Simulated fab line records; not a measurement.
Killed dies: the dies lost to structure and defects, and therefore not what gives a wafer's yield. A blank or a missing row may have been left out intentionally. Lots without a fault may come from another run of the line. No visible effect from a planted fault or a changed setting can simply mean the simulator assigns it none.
fab line records    flow sky130
record lots=7  wafers=18  last_day=50
route steps=708 shown METAL4@635 VIA4@639 PAD_OPEN@708
lots untouched by any fault: they come from a run of this same line in which no faults occurred
start_h: start of the lot's first displayed wafer, in hours after the record's first day    wait_h: hours elapsed since this lot's preceding step    " repeats the value in the row above    L1.1+2: one row covering several wafers at once    - either no value or no given start    * or withheld: withheld    < > ~ a bound
route shown NAME@n: names a module that has steps shown in the file, with the first one's number in the route    usual: the fault-free wafers' mean and standard deviation    same: alike in all rows    chamber/n: place in a boat    sites: each site's reading    _std_site: how widely they spread, as a standard deviation    _edge_site: outer sites' mean less inner sites'    radius_mm: for every site, how far away it sits from the centre of the wafer    mask NAME#n: copy n    behind: the tool/chamber that last shaped the wafer    hold: cause of the lot's hold/its duration in hours/its outcome    device: which transistor (n, p or np) failed to switch    end of line: the route-end tests of the same wafers    for a step that has no rows: nothing shown but its recipe    killed: dies lost to structure and defects at the first sort, not the wafer's yield    map: shows each die of a wafer: x if killed, . if not, _ if none is there
set.NAME: the setting the step ran with; set.NAME@STEP: the setting that earlier step ran with    model.NAME: the simulator's own value behind a step, which no gauge read
lots at some steps of the route; a table a step, a row a wafer
services: from which hour (start_h, from the record's first day; less than 0 if before it) a tool's chamber was out of use, for how many hours, and why
## steps
# step SKY_METAL4_STRIP_19
# recipe chemistry=O2/N2  power_w=1400  pressure_mtorr=1500  platen_temp_c=withheld  o2_flow_sccm=3000  n2_flow_sccm=300  overash_fraction=0.5
# usual drypump_motor_current_A=5.7/0.4  oes_product_au=0.502/0.0048  strip_time_to_endpoint_s=6.54/0.072
lot.wafer  tool             chamber  start_h  wait_h  drypump_motor_current_A  oes_product_au  rf_hours_counter_h  strip_time_to_endpoint_s
L430.3     plasma_asher-04  1        1018.13  0.1     5.9                      0.499           -                   6.52
L430.5     "                1        "        "       5.9                      0.504           -                   6.51
L430.6     "                0        "        "       5.8                      0.501           -                   6.50
L432.3     plasma_asher-02  0        1029.98  0.1     6.6                      0.494           -                   6.63
L432.4     "                1        "        "       5.4                      0.505           -                   6.49
L432.6     "                1        "        "       5.4                      0.498           -                   6.51
L441.4     plasma_asher-04  0        1093.47  0.1     5.8                      0.504           -                   6.52
L441.5     "                0        "        "       5.8                      0.508           -                   6.60
L443.1     plasma_asher-01  1        1101.12  0.1     5.7                      0.492           4                   6.38
L443.5     "                1        "        "       5.7                      0.501           -                   6.45
L444.3     plasma_asher-02  0        1102.53  0.1     6.6                      0.514           -                   6.52
L444.5     "                0        "        "       6.6                      0.500           -                   6.54
L446.1     plasma_asher-02  0        1112.80  0.1     6.6                      0.506           93                  6.58
L446.4     "                0        "        "       6.6                      0.503           -                   6.62
L446.5     "                0        "        "       6.6                      0.508           -                   6.64
L448.1     plasma_asher-01  1        1123.00  0.1     5.7                      0.503           6                   6.46
L448.4     "                0        "        "       5.3                      0.499           -                   6.42
L448.5     "                0        "        "       5.2                      0.508           -                   6.50
# step SKY_METAL4_STRIP_20
# recipe chemistry=post_etch_residue_remover  time_s=1200  temp_c=72.5
# step SKY_METAL4_CLEAN_21
# recipe chemistry=IPA  time_s=180  temp_c=25
# step SKY_METAL4_CLEAN_22
# recipe chemistry=O3/DIW  dry=n2_spin
# step SKY_VIA4_HDPCVD_00
# recipe material=SiO2  target_thk_nm=1750  sigma_open_frac=0.3  time_s=291.7  temp_c=400  sih4_flow_sccm=60  pressure_mtorr=6
# step SKY_VIA4_THK_MEAS_01
# recipe reads=SiO2_of_VIA4_HDPCVD_00
# usual VIA4_HDPCVD_THK=1743/20
lot.wafer  tool           chamber  start_h  wait_h  VIA4_HDPCVD_THK[nm]
L430.3     film_metro-04  -        1018.89  0.1     1768
L430.5     "              -        "        "       1745
L430.6     "              -        "        "       1748
L432.3     film_metro-04  -        1030.74  0.1     1727
L432.4     "              -        "        "       1715
L432.6     "              -        "        "       1742
L441.4     film_metro-04  -        1094.24  0.0     1722
L441.5     "              -        "        "       1729
L443.1     film_metro-02  -        1101.89  0.1     1747
L443.5     "              -        "        "       1724
L444.3     film_metro-04  -        1103.29  0.1     1775
L444.5     "              -        "        "       1784
L446.1     film_metro-01  -        1113.61  0.1     1746
L446.4     "              -        "        "       1735
L446.5     "              -        "        "       1757
L448.1     film_metro-01  -        1123.77  0.1     1744
L448.4     "              -        "        "       1720
L448.5     "              -        "        "       1728
# step SKY_VIA4_CMP_02
# recipe material=SiO2  down_force_psi=4  platen_rpm=60  pad_velocity_m_s=0.94248
# usual motor_current_A=12.4/1.5  slurry_filter_dp_kPa=13.50/0.13
lot.wafer  tool    chamber  start_h  wait_h  motor_current_A  slurry_filter_dp_kPa
L430.3     cmp-02  0        1018.98  0.1     12.9             13.60
L430.6     "       3        "        "       12.1             13.50
L430.5     "       0        "        "       13.1             13.65
L432.3     cmp-01  0        1030.78  0.0     14.9             13.25
L432.4     "       2        "        "       11.9             13.38
L432.6     "       1        "        "       11.8             13.34
L441.4     cmp-02  3        1094.32  0.1     11.4             13.50
L441.5     "       2        "        "       13.0             13.58
L443.1     cmp-02  0        1102.10  0.2     12.6             13.48
L443.5     "       2        "        "       13.9             13.73
L444.3     cmp-01  2        1103.38  0.1     11.4             13.49
L444.5     "       2        "        "       11.6             13.45
L446.1     cmp-01  3        1113.67  0.1     13.3             13.44
L446.4     "       2        "        "       11.9             13.46
L446.5     "       3        "        "       13.4             13.62
L448.1     cmp-02  0        1124.18  0.4     13.4             13.30
L448.4     "       1        "        "       10.3             13.69
L448.5     "       3        "        "       11.3             13.37
# step SKY_VIA4_BOW_MEAS_03
# recipe mode=bow
# usual VIA4_BOW=80/9.4
lot.wafer  tool           chamber  start_h  wait_h  VIA4_BOW[um]
L430.3     film_metro-02  -        1019.27  0.2     97
L430.5     "              -        "        "       87
L430.6     "              -        "        "       85
L432.3     film_metro-01  -        1031.12  0.3     89
L432.4     "              -        "        "       87
L432.6     "              -        "        "       84
L441.4     film_metro-02  -        1094.63  0.3     90
L441.5     "              -        "        "       80
L443.1     film_metro-01  -        1102.25  0.1     77
L443.5     "              -        "        "       83
L444.3     film_metro-01  -        1103.67  0.2     83
L444.5     "              -        "        "       83
L446.1     film_metro-04  -        1113.97  0.2     86
L446.4     "              -        "        "       80
L446.5     "              -        "        "       70
L448.1     film_metro-04  -        1124.38  0.1     86
L448.4     "              -        "        "       80
L448.5     "              -        "        "       69
# step SKY_VIA4_DEHYDRATE_04
# recipe temp_c=200  time_s=60
# step SKY_VIA4_HMDS_05
# recipe prime_time_s=60  prime_temp_c=120
# step SKY_VIA4_COAT_06
# recipe resist=NOVOLAK  spin_rpm=3000  resist_thk_nm=1140
# step SKY_VIA4_SOFTBAKE_07
# recipe temp_c=90  time_s=60  resist=NOVOLAK
# step SKY_VIA4_EXPOSE_08
# recipe mask_id=VIM4  na=0.6  source_shape=conventional  sigma_outer=0.6  polarization=unpolarized  target_cd_nm=800  dose_mj=132
lot.wafer   tool              chamber  start_h  wait_h  mask
L430.3+5+6  iline_stepper-01  0        1031.08  -       VIM4#0
L432.3+4+6  iline_stepper-01  0        1041.73  -       VIM4#0
L441.4+5    iline_stepper-01  0        1104.51  -       VIM4#0
L443.1+5    iline_stepper-01  0        1112.01  -       VIM4#0
L444.3+5    iline_stepper-01  0        1113.81  -       VIM4#0
L446.1+4+5  iline_stepper-02  0        1123.62  -       VIM4#0
L448.1+4+5  iline_stepper-02  0        1133.31  -       VIM4#0
# step SKY_VIA4_PEB_09
# recipe temp_c=withheld  time_s=*  resist=NOVOLAK
# step SKY_VIA4_DEVELOP_10
# recipe resist=NOVOLAK  developer=TMAH  develop_time_s=60  dev_temp_c=23
# step SKY_VIA4_OVL_MEAS_11
# usual VIA4_OVL=-0.9/1.3
lot.wafer  tool        chamber  start_h  wait_h  VIA4_OVL[nm]
L430.3     overlay-01  -        1041.33  0.1     -2.0
L430.5     "           -        "        "       -4.1
L430.6     "           -        "        "       -0.7
L432.3     overlay-01  -        1052.75  0.1     -2.6
L432.4     "           -        "        "       -0.9
L432.6     "           -        "        "       -2.6
L441.4     overlay-02  -        1114.76  0.1     -1.0
L441.5     "           -        "        "       -1.5
L443.1     overlay-01  -        1121.86  0.1     -1.5
L443.5     "           -        "        "       -0.3
L444.3     overlay-01  -        1123.22  0.1     1.8
L444.5     "           -        "        "       1.5
L446.1     overlay-02  -        1132.42  0.1     -0.3
L446.4     "           -        "        "       0.3
L446.5     "           -        "        "       -1.9
L448.1     overlay-01  -        1142.46  0.1     -0.6
L448.4     "           -        "        "       0.7
L448.5     "           -        "        "       -1.4
# step SKY_VIA4_ETCH_12
# recipe target=SiO2  chemistry=C4F8/O2/Ar  stop_on=TiN  mask_material=NOVOLAK  source_w=1500  bias_w=1200  pressure_mtorr=40  c4f8_flow_sccm=withheld  O2_flow_sccm=6  Ar_flow_sccm=300  time_s=withheld  target_depth_a=5800
# usual oes_product_au=0.926/0.005
lot.wafer  tool         chamber  start_h  wait_h  oes_product_au  model.VIA4.cd_nm
L430.3     rie_diel-04  0        1041.36  0.0     0.928           802
L430.5     "            3        "        "       0.917           801.5
L430.6     "            0        "        "       0.925           799.8
L432.3     rie_diel-03  0        1052.78  0.0     0.928           800.3
L432.4     "            2        "        "       0.932           802.1
L432.6     "            1        "        "       0.930           801.7
L441.4     rie_diel-03  3        1114.81  0.0     0.920           843.2
L441.5     "            0        "        "       0.935           840.9
L443.1     rie_diel-03  1        1121.89  0.0     0.929           800.3
L443.5     "            1        "        "       0.924           841.2
L444.3     rie_diel-02  3        1123.24  0.0     0.916           800.1
L444.5     "            1        "        "       0.921           838.4
L446.1     rie_diel-02  2        1132.46  0.0     0.928           795.4
L446.4     "            0        "        "       0.927           798.3
L446.5     "            0        "        "       0.936           798.3
L448.1     rie_diel-04  3        1142.49  0.0     0.932           797.2
L448.4     "            1        "        "       0.930           798.7
L448.5     "            2        "        "       0.923           796.7
# step SKY_VIA4_STRIP_13
# recipe chemistry=O2/N2  power_w=1400  pressure_mtorr=1500  platen_temp_c=withheld  o2_flow_sccm=3000  n2_flow_sccm=300  overash_fraction=0.5
# usual drypump_motor_current_A=5.9/0.35  oes_product_au=0.709/0.0048  strip_time_to_endpoint_s=12.812/0.027
lot.wafer  tool             chamber  start_h  wait_h  drypump_motor_current_A  oes_product_au  rf_hours_counter_h  strip_time_to_endpoint_s
L430.3     plasma_asher-02  0        1041.46  -       6.6                      0.708           -                   12.817
L430.5     "                1        "        "       5.4                      0.717           -                   12.791
L430.6     "                0        "        "       6.6                      0.713           -                   12.837
L432.3     plasma_asher-04  0        1052.88  -       5.8                      0.709           -                   12.832
L432.4     "                1        "        "       5.9                      0.712           -                   12.853
L432.6     "                1        "        "       5.9                      0.715           -                   12.814
L441.4     plasma_asher-02  1        1114.88  -       5.4                      0.712           -                   12.814
L441.5     "                1        "        "       5.5                      0.711           -                   12.876
L443.1     plasma_asher-03  0        1121.96  -       5.8                      0.705           69                  12.827
L443.5     "                0        "        "       5.8                      0.703           -                   12.789
L444.3     plasma_asher-02  1        1123.35  -       5.4                      0.718           -                   12.812
L444.5     "                0        "        "       6.6                      0.712           -                   12.828
L446.1     plasma_asher-04  0        1132.53  -       5.8                      0.709           36                  12.823
L446.4     "                0        "        "       5.8                      0.703           -                   12.820
L446.5     "                0        "        "       5.8                      0.710           -                   12.794
L448.1     plasma_asher-04  1        1142.56  -       5.9                      0.712           38                  12.818
L448.4     "                1        "        "       5.9                      0.707           -                   12.807
L448.5     "                0        "        "       5.8                      0.708           -                   12.826
# step SKY_PAD_OPEN_PROBE_99
# usual defect_limited_yield=81.9/1.9  killed_at_M0_to_M3=45/7.3  killed_at_M4_up=3.2/1.8  killed_at_contacts=25/5.5  killed_at_front_end=15/4.2  killed_at_other=0.3/0.69  killed_dies=89/9.4  killed_open=49/6.6  killed_short=40/6.4  sort_bin_3_pad_short=0.9/0.43  sort_bin_5_function=10.7/1.5  sort_bin_6_memory=6.5/1.2  sort_n_pass=403/9.4  sort_yield_pct=81.9/1.9
# same gross_dies=492  killed_at_back_side=0  sort_bin_4_leakage[%]=0  sort_bin_8_speed[%]=0
lot.wafer  tool       chamber  start_h  wait_h  defect_limited_yield[%]  killed_at_M0_to_M3  killed_at_M4_up  killed_at_contacts  killed_at_front_end  killed_at_other  killed_dies  killed_open  killed_short  sort_bin_3_pad_short[%]  sort_bin_5_function[%]  sort_bin_6_memory[%]  sort_n_pass  sort_yield_pct[%]  model.etest.via4_chain.rc_ohm
L430.3     prober-02  -        1109.02  0.2     81.3                     51                  4                21                  16                   0                92           57           35            0.8                      13.0                    4.9                   400          81.3               0.8347
L430.5     prober-02  -        1109.12  0.2     81.7                     40                  2                28                  20                   0                90           51           38            0.2                      10.0                    8.1                   402          81.7               0.8174
L430.6     prober-02  -        1109.17  0.2     84.8                     37                  1                22                  15                   0                75           39           36            0.2                      7.7                     7.3                   417          84.8               0.8351
L432.3     prober-01  -        1120.26  0.2     82.3                     41                  3                28                  15                   0                87           42           45            1.2                      11.0                    5.5                   405          82.3               0.8228
L432.4     prober-01  -        1120.31  0.2     80.9                     53                  5                23                  11                   2                94           55           39            0.8                      12.6                    5.7                   398          80.9               0.8031
L432.6     prober-01  -        1120.41  0.2     84.3                     36                  1                21                  19                   0                77           44           32            0.6                      9.6                     5.5                   415          84.3               0.8146
L441.4     prober-02  -        1173.63  0.2     84.3                     37                  2                26                  12                   0                77           46           31            0.4                      8.1                     7.1                   415          84.3               0.7696
L441.5     prober-02  -        1173.68  0.2     79.5                     51                  1                29                  20                   0                101          58           42            1.0                      14.2                    5.3                   391          79.5               0.7398
L443.1     prober-02  -        1180.11  0.1     78.0                     55                  2                36                  14                   1                108          62           46            0.6                      13.6                    7.7                   384          78.0               0.8171
L443.5     prober-02  -        1180.31  0.2     81.9                     46                  2                28                  13                   0                89           46           43            0.6                      8.7                     8.7                   403          81.9               0.7449
L444.3     prober-01  -        1181.91  0.2     80.9                     41                  3                33                  17                   0                94           51           42            1.2                      10.0                    7.9                   398          80.9               0.7802
L444.5     prober-01  -        1182.01  0.2     80.3                     44                  3                32                  18                   0                97           58           38            0.6                      12.2                    6.9                   395          80.3               0.7445
L446.1     prober-01  -        1189.58  0.1     79.7                     42                  5                38                  15                   0                100          43           57            1.2                      12.4                    6.7                   392          79.7               0.8053
L446.4     prober-01  -        1189.73  0.2     81.9                     38                  4                25                  22                   0                89           45           42            0.8                      10.6                    6.7                   403          81.9               0.756
L446.5     prober-01  -        1189.78  0.2     78.0                     50                  5                35                  18                   0                108          53           53            1.4                      11.8                    8.7                   384          78.0               0.7972
L448.1     prober-01  -        1198.51  0.1     81.1                     42                  1                25                  25                   0                93           57           36            1.0                      12.0                    5.9                   399          81.1               0.7963
L448.4     prober-01  -        1198.66  0.2     80.3                     47                  5                18                  27                   0                97           60           37            0.8                      9.6                     9.3                   395          80.3               0.8086
L448.5     prober-01  -        1198.71  0.2     83.3                     43                  7                18                  14                   0                82           40           42            0.8                      11.0                    4.9                   410          83.3               0.7857
# killed by level:class
L430.3 VIA1:geometric_particle:open=14 VIA3:geometric_particle:open=14 CONTACT:geometric_particle:open=10 VIA1:geometric_particle:short=6 FIELD_ISO:geometric_particle:open=5 POLY_GATE:geometric_particle:open=4 LOCAL_INTERCONNECT:geometric_particle:short=4 CONTACT:geometric_particle:short=4
L430.5 CONTACT:geometric_particle:open=13 VIA3:geometric_particle:open=13 POLY_GATE:geometric_particle:short=7 LI_CONTACT:geometric_particle:open=7 VIA1:geometric_particle:open=6 METAL2:geometric_particle:short=6 FIELD_ISO:geometric_particle:open=4 FIELD_ISO:geometric_particle:short=3
L430.6 CONTACT:geometric_particle:open=10 METAL2:geometric_particle:short=10 VIA1:geometric_particle:open=7 CONTACT:geometric_particle:short=5 VIA1:geometric_particle:short=5 POLY_CUT:geometric_particle:open=4 VIA3:geometric_particle:open=4 FIELD_ISO:geometric_particle:short=3
L432.3 CONTACT:geometric_particle:open=9 VIA1:geometric_particle:open=8 LI_CONTACT:geometric_particle:open=7 FIELD_ISO:geometric_particle:open=6 METAL2:geometric_particle:short=6 LI_CONTACT:geometric_particle:short=5 METAL1:geometric_particle:short=5 VIA1:geometric_particle:short=5
L432.4 VIA2:geometric_particle:open=15 CONTACT:geometric_particle:open=8 VIA1:geometric_particle:open=8 METAL2:geometric_particle:short=8 VIA3:geometric_particle:open=7 LI_CONTACT:geometric_particle:open=5 METAL1:geometric_particle:short=5 VIA2:geometric_particle:short=5
L432.6 CONTACT:geometric_particle:open=10 FIELD_ISO:geometric_particle:open=7 VIA2:geometric_particle:open=6 VIA1:geometric_particle:open=6 FIELD_ISO:geometric_particle:short=5 METAL1:geometric_particle:short=5 METAL2:geometric_particle:short=5 POLY_GATE:geometric_particle:open=4
L441.4 CONTACT:geometric_particle:open=13 VIA1:geometric_particle:short=8 VIA1:geometric_particle:open=8 LI_CONTACT:geometric_particle:short=5 METAL1:geometric_particle:open=5 POLY_GATE:geometric_particle:open=4 VIA3:geometric_particle:open=4 FIELD_ISO:geometric_particle:short=3
L441.5 VIA1:geometric_particle:open=11 LI_CONTACT:geometric_particle:open=10 VIA1:geometric_particle:short=8 VIA2:geometric_particle:open=8 FIELD_ISO:geometric_particle:open=7 CONTACT:geometric_particle:open=7 METAL2:geometric_particle:short=7 VIA3:geometric_particle:open=6
L443.1 VIA1:geometric_particle:open=18 CONTACT:geometric_particle:open=12 LI_CONTACT:geometric_particle:open=10 VIA2:geometric_particle:open=9 CONTACT:geometric_particle:short=7 VIA3:geometric_particle:open=6 VIA1:geometric_particle:short=6 LOCAL_INTERCONNECT:geometric_particle:short=5
L443.5 VIA1:geometric_particle:open=12 CONTACT:geometric_particle:open=11 METAL2:geometric_particle:short=8 VIA1:geometric_particle:short=6 LI_CONTACT:geometric_particle:open=6 CONTACT:geometric_particle:short=5 VIA2:geometric_particle:open=5 POLY_GATE:geometric_particle:short=4
L444.3 CONTACT:geometric_particle:open=16 VIA2:geometric_particle:open=9 VIA1:geometric_particle:open=8 LOCAL_INTERCONNECT:geometric_particle:short=7 FIELD_ISO:geometric_particle:open=6 CONTACT:geometric_particle:short=6 METAL1:geometric_particle:short=5 FIELD_ISO:geometric_particle:short=4
L444.5 LI_CONTACT:geometric_particle:open=12 CONTACT:geometric_particle:open=11 VIA1:geometric_particle:open=8 METAL1:geometric_particle:short=7 VIA2:geometric_particle:open=7 POLY_GATE:geometric_particle:open=5 VIA1:geometric_particle:short=5 METAL2:geometric_particle:short=5
L446.1 LI_CONTACT:geometric_particle:open=11 CONTACT:geometric_particle:open=11 FIELD_ISO:geometric_particle:short=6 LI_CONTACT:geometric_particle:short=6 METAL2:geometric_particle:short=6 VIA3:geometric_particle:short=6 VIA2:geometric_particle:short=5 LOCAL_INTERCONNECT:geometric_particle:short=5
L446.4 CONTACT:geometric_particle:open=9 LI_CONTACT:geometric_particle:open=7 FIELD_ISO:geometric_particle:open=6 VIA1:geometric_particle:open=6 METAL2:geometric_particle:short=6 CONTACT:geometric_particle:short=5 VIA2:geometric_particle:open=5 FIELD_ISO:geometric_particle:short=4
L446.5 VIA1:geometric_particle:open=9 CONTACT:geometric_particle:open=9 VIA3:geometric_particle:open=9 LI_CONTACT:geometric_particle:short=8 CONTACT:geometric_particle:short=8 METAL1:geometric_particle:short=8 METAL2:geometric_particle:short=7 VIA2:geometric_particle:open=7
L448.1 VIA1:geometric_particle:open=12 LI_CONTACT:geometric_particle:open=9 VIA2:geometric_particle:open=7 POLY_GATE:geometric_particle:open=6 METAL2:geometric_particle:short=6 POLY_GATE:geometric_particle:short=5 CONTACT:geometric_particle:open=5 VIA3:geometric_particle:open=5
L448.4 VIA1:geometric_particle:open=15 CONTACT:geometric_particle:open=10 VIA3:geometric_particle:open=7 FIELD_ISO:geometric_particle:short=6 POLY_GATE:geometric_particle:open=6 METAL2:geometric_particle:short=6 FIELD_ISO:geometric_particle:open=5 POLY_GATE:geometric_particle:short=5
L448.5 METAL1:geometric_particle:short=8 CONTACT:geometric_particle:open=7 VIA1:geometric_particle:open=7 VIA1:geometric_particle:short=5 VIA2:geometric_particle:open=5 METAL4:geometric_particle:short=5 FIELD_ISO:geometric_particle:short=4 POLY_GATE:geometric_particle:short=4
## services
tool              chamber  start_h  hours  kind
rie_diel-04       3        995.21   3.6    repair
rie_diel-03       3        998.03   4.1    repair
iline_stepper-02  -        1004.17  9.3    repair
plasma_asher-04   -        1004.67  1.3    repair
cmp-02            -        1012.22  0.5    repair
rie_diel-03       3        1019.95  14.9   repair
cmp-02            -        1027.01  4.1    repair
iline_stepper-01  -        1032.14  2.2    repair
cmp-01            -        1035.06  3.6    pm
iline_stepper-02  -        1036.16  1.7    pm
cmp-02            -        1036.39  4.0    repair
cmp-02            -        1036.78  0.8    repair
plasma_asher-02   -        1054.45  13.4   repair
plasma_asher-02   -        1078.01  3.9    repair
cmp-02            -        1078.01  6.1    pm
rie_diel-03       0        1078.86  6.9    repair
cmp-02            -        1084.15  4.0    pm
iline_stepper-01  -        1096.06  1.7    pm
plasma_asher-04   -        1102.47  2.8    pm
rie_diel-03       1        1106.42  9.0    repair
plasma_asher-04   -        1110.00  14.6   pm
cmp-01            -        1117.75  6.0    repair
cmp-01            -        1123.13  0.6    repair
rie_diel-04       0        1140.68  9.6    repair
## key
first_sign none at tools or gauges
model_effect step=SKY_VIA4_ETCH_12  value=VIA4.cd_nm  without=801.3  struck=840.9
model_effect step=SKY_PAD_OPEN_PROBE_99  value=etest.via4_chain.rc_ohm  without=0.8078  struck=0.7497
met_at SKY_VIA4_EXPOSE_08
struck_wafers L441.4,L441.5,L443.5,L444.5
onset_between 1041.73 1104.51
fault kind=process_parameter_drift  tool=iline_stepper-01  chamber=-  onset_h=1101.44  steps=SKY_VIA4_EXPOSE_08  channel=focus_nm  offset=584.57  shape=step  end_h=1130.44  scope=struck_wafers_only
